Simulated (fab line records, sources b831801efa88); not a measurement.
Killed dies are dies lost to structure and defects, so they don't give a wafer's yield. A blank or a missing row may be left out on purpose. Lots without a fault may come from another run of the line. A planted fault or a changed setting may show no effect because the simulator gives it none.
Which tool did it? | flow gf180mcu | 6 lots, 18 wafers sampled, at 2 steps of a route of 602

WHAT THE GAUGES READ, wafer by wafer
GF_CONTACT_THK_MEAS_01.
lot  | measured     | on            | CONTACT_CVD_00_THK (nm)
L804 | day 15 14:10 | film_metro-01 | 305 313 304
L806 | day 16 03:56 | film_metro-02 | 307 301 304
L808 | day 17 04:17 | film_metro-02 | 303 301 302
L816 | day 19 22:23 | film_metro-01 | 448 445 459
L825 | day 23 01:22 | film_metro-02 | 305 307 300
L826 | day 23 06:42 | film_metro-04 | 304 299 301

WHICH TOOL RAN EACH LOT (tool, then ch and the chambers of the sampled wafers, then the start)
lot  | GF_CONTACT_CVD_00
L804 | hdpcvd-01 ch 0,2, day 15 14:07
L806 | hdpcvd-01 ch 0,1, day 16 03:52
L808 | hdpcvd-01 ch 0,1, day 17 04:14
L816 | hdpcvd-02 ch 0,1, day 19 22:20
L825 | hdpcvd-01 ch 1,2, day 23 01:19
L826 | hdpcvd-01 ch 0,2, day 23 06:38
- GF_CONTACT_CVD_00: deposits SiO2, target thk 300 nm, time 50 s.

THE ANSWER, worked out from the rows above alone
Rule: what is usual is taken from the lots themselves. Put in order of their means at a reading, lots are off if they are a third of the lots or fewer, leave a main group of 4 or more, and stand apart from it by a gap of 3 or more times the standard deviation of the main group's means; of several such gaps the widest counts. A main group whose means are all the same, to the digits that the tables above print for the reading, isn't used. A lot without any number at a reading at which 4 lots or more have one is off too. The other lots that the step has rows for count as sound.
Off: L816, at GF_CONTACT_THK_MEAS_01 (CONTACT_CVD_00_THK). The main group: mean 304 nm, standard deviation 2.1.
A tool fits if, at a process step before that reading, it ran every lot that is off, and no sound lot after the first of them. The gauges at GF_CONTACT_THK_MEAS_01 are tried like those tools. Can't be told from this: 2 tools fit, hdpcvd-02 at GF_CONTACT_CVD_00, film_metro-01 at GF_CONTACT_THK_MEAS_01.

WHAT THE SIMULATOR HAD PUT IN
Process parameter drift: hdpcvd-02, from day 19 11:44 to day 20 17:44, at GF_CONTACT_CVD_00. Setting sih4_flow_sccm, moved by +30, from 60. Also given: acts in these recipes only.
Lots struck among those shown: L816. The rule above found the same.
